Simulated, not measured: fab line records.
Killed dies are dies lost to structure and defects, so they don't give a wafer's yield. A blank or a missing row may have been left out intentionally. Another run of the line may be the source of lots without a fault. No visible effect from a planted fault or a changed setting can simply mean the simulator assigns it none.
fab line records	flow sky130
record: lots: 6	wafers: 18	last-day: 50
route steps=708 shown VT_ADJUST_NCORE@128 VT_ADJUST_HVTR@131 VT_ADJUST_PCH@143 PAD_OPEN@708
lots that met no fault: from a run of the same line without faults
start-h: hours from the record's first day to the start of the lot's first wafer shown	wait-h: hours elapsed since this lot's preceding step	" repeats the value in the row above	L1.1+2: a single row standing in for several wafers	- no value, or no start was given	* or withheld: withheld	< > ~ a bound
route shown NAME@n: NAME is a module with steps in the file, n the number in the route of the first one	usual: the fault-free wafers' mean and standard deviation	same: alike in all rows	chamber/n: place in a boat	sites: per-site readings	_std_site: how widely they spread, as a standard deviation	_edge_site: inner sites' mean taken away from outer sites' mean	radius-mm: for every site, how far away it sits from the centre of the wafer	mask NAME#n: copy n	behind: the tool/chamber that last shaped the wafer	hold: why the lot was held/for how many hours/how that ended	device: the n, p or np transistor that did not switch	end of line: at the end of the route, the tests of the same wafers	a step with no rows: only its recipe	killed: count of dies lost to structure and defects at first sort (not the wafer's yield)	map: the dies of a wafer, with x for killed, . for not killed, _ for no die there
set.NAME: the setting as run; set.NAME@STEP: as run at that earlier step	model.NAME: the simulator's own value behind a step, which no gauge read
lots at selected steps of the route; one table per step, one row per wafer
services: the hour from which a tool's chamber was out of use, counted from the record's first day as start-h (under 0 if before that day), plus the number of hours and why
== steps ==
step: SKY_VT_ADJUST_NCORE_IMPLANT_09
recipe: species: B	energy-kev: 10	dose-cm2: 2.4e+12	tilt-deg: withheld
step: SKY_VT_ADJUST_NCORE_STRIP_10
recipe: chemistry: O2/N2	power-w: 1400	pressure-mtorr: 1500	platen-temp-c: withheld	o2-flow-sccm: 3000	n2-flow-sccm: 300	overash-fraction: 0.5
usual: drypump-motor-current-A: 5.8/0.36	oes-product-au: 0.716/0.0049	strip-time-to-endpoint-s: 14.18/0.04
lot.wafer	tool	chamber	start-h	wait-h	drypump-motor-current-A	oes-product-au	rf-hours-counter-h	strip-time-to-endpoint-s
L789.2	plasma-asher-02	0	187.36	0.1	5.3	0.714	50	14.20
L789.3	"	0	"	"	5.3	0.718	-	14.17
L789.6	"	0	"	"	5.3	0.718	-	14.19
L797.1	plasma-asher-03	0	244.61	0.1	6.5	0.707	53	14.23
L797.4	"	0	"	"	6.5	0.709	-	14.20
L797.5	"	1	"	"	5.8	0.711	-	14.22
L806.1	plasma-asher-04	1	319.71	0.1	5.9	0.721	20	14.17
L806.3	"	0	"	"	5.7	0.712	-	14.18
L806.5	"	0	"	"	5.7	0.712	-	14.14
L805.1	plasma-asher-03	1	320.43	0.1	5.8	0.724	60	14.17
L805.4	"	0	"	"	6.5	0.718	-	14.15
L805.5	"	0	"	"	6.5	0.718	-	14.19
L808.3	plasma-asher-02	1	330.79	0.1	6.1	0.703	-	14.09
L808.4	"	0	"	"	5.3	0.720	-	14.13
L808.6	"	0	"	"	5.3	0.720	-	14.13
L809.3	plasma-asher-02	1	337.54	0.1	6.1	0.710	-	14.14
L809.5	"	1	"	"	6.1	0.721	-	14.12
L809.6	"	0	"	"	5.3	0.709	-	14.16
step: SKY_VT_ADJUST_NCORE_TW_MEAS_11
usual: VT_ADJUST_NCORE_TW: 218.6/1.5
lot.wafer	tool	chamber	start-h	wait-h	VT_ADJUST_NCORE_TW
L789.2	film-metro-03	-	187.47	0.1	217.4
L789.3	"	-	"	"	219.1
L789.6	"	-	"	"	220.0
L797.1	film-metro-03	-	244.71	0.1	220.0
L797.4	"	-	"	"	220.4
L797.5	"	-	"	"	220.4
L806.1	film-metro-03	-	319.81	0.1	220.0
L806.3	"	-	"	"	219.7
L806.5	"	-	"	"	219.1
L805.1	film-metro-01	-	320.53	0.1	218.0
L805.4	"	-	"	"	218.9
L805.5	"	-	"	"	219.0
L808.3	film-metro-04	-	330.88	0.1	217.2
L808.4	"	-	"	"	218.6
L808.6	"	-	"	"	218.6
L809.3	film-metro-01	-	337.63	0.1	216.4
L809.5	"	-	"	"	216.4
L809.6	"	-	"	"	216.6
step: SKY_VT_ADJUST_HVTR_DEHYDRATE_00
recipe: temp-c: 200	time-s: 60
step: SKY_VT_ADJUST_HVTR_HMDS_01
recipe: prime-time-s: 60	prime-temp-c: 120
step: SKY_VT_ADJUST_HVTR_COAT_02
recipe: resist: NOVOLAK	spin-rpm: 3000	resist-thk-nm: 1140
step: SKY_VT_ADJUST_HVTR_SOFTBAKE_03
recipe: temp-c: 90	time-s: 60	resist: NOVOLAK
step: SKY_VT_ADJUST_HVTR_EXPOSE_04
recipe: mask-id: HVTRM	target-cd-nm: 380	na: 0.6	source-shape: conventional	sigma-outer: 0.6	dose-mj: 150
step: SKY_VT_ADJUST_HVTR_PEB_05
recipe: temp-c: withheld	time-s: *	resist: NOVOLAK
step: SKY_VT_ADJUST_HVTR_DEVELOP_06
recipe: develop-time-s: 60	dev-temp-c: 23
step: SKY_VT_ADJUST_HVTR_CD_MEAS_07
recipe: target-cd-nm: 380
usual: cd-nm: 379.8/2.2
lot.wafer	tool	chamber	start-h	wait-h	cd-nm
L789.2	cd-sem-01	-	209.65	0.1	380.3
L789.3	"	-	"	"	382.1
L789.6	"	-	"	"	381.8
L797.1	cd-sem-02	-	269.23	0.1	381.6
L797.4	"	-	"	"	380.9
L797.5	"	-	"	"	378.5
L806.1	cd-sem-02	-	346.29	0.1	380.2
L806.3	"	-	"	"	378.1
L806.5	"	-	"	"	379.2
L805.1	cd-sem-01	-	347.17	0.1	381.0
L805.4	"	-	"	"	376.5
L805.5	"	-	"	"	377.6
L808.3	cd-sem-01	-	357.76	0.1	380.0
L808.4	"	-	"	"	379.2
L808.6	"	-	"	"	381.1
L809.3	cd-sem-02	-	364.68	0.1	383.7
L809.5	"	-	"	"	379.7
L809.6	"	-	"	"	380.1
step: SKY_VT_ADJUST_HVTR_OVL_MEAS_08
usual: VT_ADJUST_HVTR_OVL: -0.2/1.5
lot.wafer	tool	chamber	start-h	wait-h	VT_ADJUST_HVTR_OVL[nm]
L789.2	overlay-02	-	209.76	0.1	2.0
L789.3	"	-	"	"	0.6
L789.6	"	-	"	"	0.3
L797.1	overlay-02	-	269.35	0.1	-0.9
L797.4	"	-	"	"	-0.6
L797.5	"	-	"	"	-1.2
L806.1	overlay-01	-	346.41	0.1	0.3
L806.3	"	-	"	"	0.7
L806.5	"	-	"	"	0.5
L805.1	overlay-02	-	347.29	0.1	-0.8
L805.4	"	-	"	"	-0.6
L805.5	"	-	"	"	-0.6
L808.3	overlay-01	-	357.85	0.1	-3.0
L808.4	"	-	"	"	-2.0
L808.6	"	-	"	"	-1.9
L809.3	overlay-01	-	364.77	0.1	-1.2
L809.5	"	-	"	"	1.1
L809.6	"	-	"	"	-0.3
step: SKY_VT_ADJUST_HVTR_IMPLANT_09
recipe: species: B	energy-kev: 10	dose-cm2: 2.1e+12	tilt-deg: withheld
usual: beam-on-s: 9.99/0.19	end-station-pressure-torr: 5.02e-06/2.7e-07	faraday-current-uA: 11.85/0.22
lot.wafer	tool	chamber	start-h	wait-h	beam-on-s	end-station-pressure-torr	faraday-current-uA
L789.2	implanter-01	0	209.81	0.0	9.86	4.97e-06	11.97
L789.3	"	0	"	"	10.47	4.85e-06	11.31
L789.6	"	0	"	"	9.88	4.53e-06	12.00
L797.1	implanter-03	0	269.39	0.0	10.08	5.35e-06	11.78
L797.4	"	0	"	"	10.30	5.17e-06	11.56
L797.5	"	0	"	"	10.03	5.18e-06	11.83
L806.1	implanter-01	0	346.44	0.0	12.29	0.00011201	9.70
L806.3	"	0	"	"	12.50	0.00012241	9.58
L806.5	"	0	"	"	12.47	0.0001156	9.56
L805.1	implanter-04	0	347.33	0.0	9.87	5.52e-06	12.00
L805.4	"	0	"	"	9.79	4.97e-06	12.10
L805.5	"	0	"	"	10.30	4.82e-06	11.45
L808.3	implanter-01	0	357.93	0.1	12.30	0.00011087	9.76
L808.4	"	0	"	"	12.13	0.00011437	9.85
L808.6	"	0	"	"	12.51	0.0001137	9.57
L809.3	implanter-04	0	364.84	0.1	9.79	5.32e-06	12.07
L809.5	"	0	"	"	10.32	5.22e-06	11.46
L809.6	"	0	"	"	9.86	4.5e-06	12.05
step: SKY_VT_ADJUST_HVTR_STRIP_10
recipe: chemistry: O2/N2	power-w: 1400	pressure-mtorr: 1500	platen-temp-c: withheld	o2-flow-sccm: 3000	n2-flow-sccm: 300	overash-fraction: 0.5
usual: drypump-motor-current-A: 5.9/0.47	oes-product-au: 0.716/0.0051	strip-time-to-endpoint-s: 14.18/0.037
lot.wafer	tool	chamber	start-h	wait-h	drypump-motor-current-A	oes-product-au	rf-hours-counter-h	strip-time-to-endpoint-s
L789.2	plasma-asher-03	1	209.94	0.1	5.8	0.721	50	14.15
L789.3	"	0	"	"	6.5	0.710	-	14.18
L789.6	"	1	"	"	5.8	0.705	-	14.21
L797.1	plasma-asher-01	0	269.54	0.1	5.1	0.709	46	14.20
L797.4	"	0	"	"	5.1	0.712	-	14.16
L797.5	"	0	"	"	5.1	0.723	-	14.21
L806.1	plasma-asher-02	0	346.59	0.1	5.3	0.721	64	14.26
L806.3	"	1	"	"	6.1	0.710	-	14.24
L806.5	"	0	"	"	5.3	0.715	-	14.25
L805.1	plasma-asher-03	0	347.48	0.1	6.4	0.712	63	14.18
L805.4	"	1	"	"	5.8	0.726	-	14.18
L805.5	"	1	"	"	5.8	0.709	-	14.16
L808.3	plasma-asher-03	0	358.06	0.1	6.5	0.719	-	14.22
L808.4	"	1	"	"	5.8	0.725	-	14.22
L808.6	"	0	"	"	6.5	0.703	-	14.17
L809.3	plasma-asher-02	1	364.98	0.1	6.1	0.717	-	14.15
L809.5	"	1	"	"	6.1	0.719	-	14.15
L809.6	"	0	"	"	5.3	0.715	-	14.17
step: SKY_VT_ADJUST_HVTR_TW_MEAS_11
usual: VT_ADJUST_HVTR_TW: 210.4/1.2
lot.wafer	tool	chamber	start-h	wait-h	VT_ADJUST_HVTR_TW
L789.2	film-metro-02	-	210.05	0.1	210.6
L789.3	"	-	"	"	210.1
L789.6	"	-	"	"	211.9
L797.1	film-metro-04	-	269.64	0.1	210.7
L797.4	"	-	"	"	210.0
L797.5	"	-	"	"	211.0
L806.1	film-metro-02	-	346.69	0.1	224.0
L806.3	"	-	"	"	225.0
L806.5	"	-	"	"	224.0
L805.1	film-metro-01	-	347.58	0.1	208.6
L805.4	"	-	"	"	209.5
L805.5	"	-	"	"	208.3
L808.3	film-metro-04	-	358.15	0.1	224.9
L808.4	"	-	"	"	223.8
L808.6	"	-	"	"	224.5
L809.3	film-metro-02	-	365.06	0.1	210.3
L809.5	"	-	"	"	211.6
L809.6	"	-	"	"	211.3
step: SKY_VT_ADJUST_PCH_DEHYDRATE_00
recipe: temp-c: 200	time-s: 60
step: SKY_PAD_OPEN_PROBE_99
usual: killed_at_M0_to_M3: 42/6.4	killed_at_M4_up: 3.0/2	killed-at-contacts: 24/5.2	killed-at-front-end: 14/4.2	killed-at-other: 0.4/0.72	killed-dies: 84/9	killed-open: 46/6.6	killed-short: 38/6
same: gross-dies: 492	killed-at-back-side: 0
lot.wafer	tool	chamber	start-h	wait-h	killed_at_M0_to_M3	killed_at_M4_up	killed-at-contacts	killed-at-front-end	killed-at-other	killed-dies	killed-open	killed-short	model.etest.pfet_01v8_mvt.drive-ua-um	model.etest.pfet_01v8_mvt.off-log10-a-um	model.etest.pfet_01v8_mvt.vt-sat-v	model.etest.pfet_01v8_mvt.vt-v	model.etest.pfet_01v8_mvt.vt-long-v
L789.2	prober-02	-	1081.20	0.1	45	3	36	12	0	96	55	41	156.8	-10.17	-0.5222	-0.6141	-0.8244
L789.3	prober-02	-	1081.25	0.2	46	3	35	13	0	97	55	42	155.7	-10.24	-0.5338	-0.6222	-0.8311
L789.6	prober-02	-	1081.40	0.2	43	5	29	17	0	94	54	40	154.3	-10.21	-0.5275	-0.6182	-0.8287
L797.1	prober-02	-	1130.46	0.1	54	5	16	13	0	88	45	42	145	-11.28	-0.6027	-0.6849	-0.8871
L797.4	prober-02	-	1130.61	0.2	37	0	21	11	1	70	37	33	146.7	-11.13	-0.5894	-0.6773	-0.8822
L797.5	prober-02	-	1130.66	0.2	38	4	22	16	0	80	45	35	145.6	-11.16	-0.6014	-0.6816	-0.8836
L806.1	prober-01	-	1181.00	0.1	39	4	25	25	0	93	41	51	163.6	-9.591	-0.4612	-0.5623	-0.7864
L806.3	prober-01	-	1181.10	0.2	49	5	23	16	0	93	52	41	161.7	-9.309	-0.4621	-0.5635	-0.7871
L806.5	prober-01	-	1181.20	0.2	41	2	22	12	0	77	58	18	162.3	-9.5	-0.4629	-0.5647	-0.7879
L805.1	prober-02	-	1183.58	0.1	27	3	20	10	0	60	31	29	152.1	-10.83	-0.5793	-0.664	-0.868
L805.4	prober-02	-	1183.73	0.2	47	0	30	9	0	86	46	40	152.3	-10.71	-0.5696	-0.6544	-0.8634
L805.5	prober-02	-	1183.78	0.2	49	0	29	10	1	89	46	42	152.6	-10.73	-0.5703	-0.6572	-0.8646
L808.3	prober-02	-	1191.72	0.2	38	5	23	18	0	84	40	44	161.3	-9.642	-0.4861	-0.5866	-0.8048
L808.4	prober-02	-	1191.77	0.2	30	0	33	14	0	77	43	34	161.1	-9.844	-0.4909	-0.5939	-0.8099
L808.6	prober-02	-	1191.87	0.2	36	2	29	20	0	87	50	37	164.2	-9.671	-0.4773	-0.5783	-0.7983
L809.3	prober-01	-	1194.04	0.2	43	3	18	17	0	81	35	46	142.8	-11.35	-0.6109	-0.6939	-0.8921
L809.5	prober-01	-	1194.14	0.2	56	1	23	16	1	97	54	43	142.4	-11.42	-0.6081	-0.6908	-0.8959
L809.6	prober-01	-	1194.19	0.2	50	2	25	17	0	94	56	38	142.8	-11.34	-0.6084	-0.6898	-0.892
killed by level:class
L789.2 CONTACT:geometric-particle:open=16 VIA1:geometric-particle:open=9 LI_CONTACT:geometric-particle:open=7 VIA3:geometric-particle:open=6 METAL1:geometric-particle:short=5 VIA1:geometric-particle:short=5 FIELD_ISO:geometric-particle:open=4 LI_CONTACT:geometric-particle:short=4
L789.3 CONTACT:geometric-particle:open=12 VIA1:geometric-particle:open=9 CONTACT:geometric-particle:short=7 METAL2:geometric-particle:short=7 METAL2:geometric-particle:open=7 POLY_GATE:geometric-particle:short=6 LI_CONTACT:geometric-particle:open=6 METAL1:geometric-particle:short=6
L789.6 CONTACT:geometric-particle:open=13 VIA1:geometric-particle:open=10 LOCAL_INTERCONNECT:geometric-particle:short=9 VIA3:geometric-particle:open=8 METAL1:geometric-particle:short=6 FIELD_ISO:geometric-particle:short=5 FIELD_ISO:geometric-particle:open=4 METAL3:geometric-particle:short=4
L797.1 VIA1:geometric-particle:open=13 METAL1:geometric-particle:short=10 VIA2:geometric-particle:open=8 CONTACT:geometric-particle:open=8 METAL2:geometric-particle:short=5 VIA3:geometric-particle:open=5 POLY_GATE:geometric-particle:short=4 CONTACT:geometric-particle:short=4
L797.4 LOCAL_INTERCONNECT:geometric-particle:short=9 VIA2:geometric-particle:open=9 VIA1:geometric-particle:open=7 LI_CONTACT:geometric-particle:open=6 VIA3:geometric-particle:open=6 POLY_GATE:geometric-particle:short=5 METAL1:geometric-particle:short=5 METAL2:geometric-particle:short=4
L797.5 CONTACT:geometric-particle:open=9 VIA1:geometric-particle:open=8 CONTACT:geometric-particle:short=5 VIA3:geometric-particle:open=5 FIELD_ISO:geometric-particle:short=4 POLY_GATE:geometric-particle:open=4 LOCAL_INTERCONNECT:geometric-particle:short=4 METAL1:geometric-particle:short=4
L806.1 CONTACT:geometric-particle:open=12 VIA1:geometric-particle:open=8 VIA3:geometric-particle:short=7 FIELD_ISO:geometric-particle:short=6 CONTACT:geometric-particle:short=5 VIA2:geometric-particle:short=5 VIA3:geometric-particle:open=5 POLY_GATE:geometric-particle:short=4
L806.3 VIA1:geometric-particle:open=11 LI_CONTACT:geometric-particle:open=8 CONTACT:geometric-particle:open=7 VIA2:geometric-particle:open=7 VIA3:geometric-particle:open=6 METAL2:geometric-particle:short=5 POLY_GATE:geometric-particle:short=4 METAL1:geometric-particle:short=4
L806.5 VIA1:geometric-particle:open=17 LI_CONTACT:geometric-particle:open=7 CONTACT:geometric-particle:open=7 VIA2:geometric-particle:open=6 VIA3:geometric-particle:open=5 POLY_GATE:geometric-particle:open=4 FIELD_ISO:geometric-particle:open=3 LOCAL_INTERCONNECT:geometric-particle:open=3
L805.1 VIA1:geometric-particle:open=6 METAL1:geometric-particle:short=6 LI_CONTACT:geometric-particle:open=5 CONTACT:geometric-particle:open=5 METAL2:geometric-particle:short=5 CONTACT:geometric-particle:short=4 FIELD_ISO:geometric-particle:short=3 POLY_GATE:geometric-particle:open=3
L805.4 VIA1:geometric-particle:open=13 VIA2:geometric-particle:open=8 LOCAL_INTERCONNECT:geometric-particle:short=7 VIA3:geometric-particle:open=7 CONTACT:geometric-particle:short=6 CONTACT:geometric-particle:open=6 METAL2:geometric-particle:short=6 LI_CONTACT:geometric-particle:short=5
L805.5 VIA1:geometric-particle:open=8 CONTACT:geometric-particle:open=8 METAL1:geometric-particle:short=8 VIA1:geometric-particle:short=8 VIA3:geometric-particle:open=8 LI_CONTACT:geometric-particle:open=7 METAL2:geometric-particle:short=5 FIELD_ISO:geometric-particle:short=4
L808.3 CONTACT:geometric-particle:open=8 VIA2:geometric-particle:open=8 VIA1:geometric-particle:open=7 METAL2:geometric-particle:short=6 FIELD_ISO:geometric-particle:open=5 LOCAL_INTERCONNECT:geometric-particle:short=5 METAL1:geometric-particle:short=5 VIA1:geometric-particle:short=5
L808.4 CONTACT:geometric-particle:open=11 LI_CONTACT:geometric-particle:open=8 VIA1:geometric-particle:open=7 CONTACT:geometric-particle:short=6 POLY_GATE:geometric-particle:short=5 LOCAL_INTERCONNECT:geometric-particle:short=5 METAL2:geometric-particle:short=5 VIA2:geometric-particle:open=4
L808.6 CONTACT:geometric-particle:open=11 LI_CONTACT:geometric-particle:open=9 VIA2:geometric-particle:open=8 FIELD_ISO:geometric-particle:open=6 POLY_GATE:geometric-particle:open=6 METAL2:geometric-particle:short=6 VIA3:geometric-particle:open=5 FIELD_ISO:geometric-particle:short=4
L809.3 METAL2:geometric-particle:short=14 LI_CONTACT:geometric-particle:open=9 VIA3:geometric-particle:open=8 POLY_GATE:geometric-particle:short=6 VIA1:geometric-particle:short=4 VIA2:geometric-particle:open=4 METAL3:geometric-particle:short=4 FIELD_ISO:geometric-particle:short=3
L809.5 VIA1:geometric-particle:open=13 VIA1:geometric-particle:short=12 METAL2:geometric-particle:short=11 LI_CONTACT:geometric-particle:open=10 FIELD_ISO:geometric-particle:short=8 CONTACT:geometric-particle:open=8 VIA2:geometric-particle:open=7 FIELD_ISO:geometric-particle:open=5
L809.6 VIA1:geometric-particle:open=12 METAL1:geometric-particle:short=10 LI_CONTACT:geometric-particle:open=9 CONTACT:geometric-particle:open=9 VIA3:geometric-particle:open=6 VIA2:geometric-particle:open=5 FIELD_ISO:geometric-particle:open=4 POLY_GATE:geometric-particle:short=4
== services ==
tool	chamber	start-h	hours	kind
plasma-asher-03	-	230.10	2.5	repair
implanter-04	-	259.89	6.4	repair
plasma-asher-02	-	266.38	7.5	repair
plasma-asher-01	-	279.79	3.9	repair
implanter-03	-	292.03	9.4	pm
implanter-03	-	305.80	1.5	repair
plasma-asher-04	-	320.83	0.8	repair
plasma-asher-03	-	332.09	1.1	repair
implanter-01	-	337.04	4.3	pm
implanter-01	-	341.87	1.5	repair
== key ==
first-sign: step: SKY_VT_ADJUST_HVTR_IMPLANT_09	reading: end-station-pressure-torr	direction: up	sigmas: 99+	usual: 5.02e-06	struck: 0.00011483
effect: step: SKY_VT_ADJUST_HVTR_IMPLANT_09	reading: beam-on-s	direction: up	sigmas: 13	usual: 9.99	struck: 12.36
effect: step: SKY_VT_ADJUST_HVTR_TW_MEAS_11	reading: VT_ADJUST_HVTR_TW	direction: up	sigmas: 12	usual: 210.4	struck: 224.4
model-effect: step: SKY_PAD_OPEN_PROBE_99	value: etest.pfet_01v8_mvt.drive-ua-um	without: 151.9	struck: 162.4
met-at SKY_VT_ADJUST_HVTR_IMPLANT_09
struck-wafers L806.1,L806.3,L806.5,L808.3,L808.4,L808.6
tester-left-out L806,L808
onset-between 209.81 346.44
fault: kind: process-parameter-drift	tool: implanter-01	chamber: -	onset-h: 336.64	steps: SKY_VT_ADJUST_HVTR_IMPLANT_09	channel: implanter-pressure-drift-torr	offset: 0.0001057	shape: step	end-h: 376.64
fault: kind: process-parameter-drift	tool: implanter-01	chamber: -	onset-h: 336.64	steps: SKY_VT_ADJUST_HVTR_IMPLANT_09	channel: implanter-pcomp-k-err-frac	offset: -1	shape: step	end-h: 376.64
tester-left-out: of these lots the tester's yield and bins aren't shown, on N5 and GAA mostly nor the transistor test; their killed dies are dies lost to structure and defects alone, not to doping, threshold or leakage, so they don't give the yield
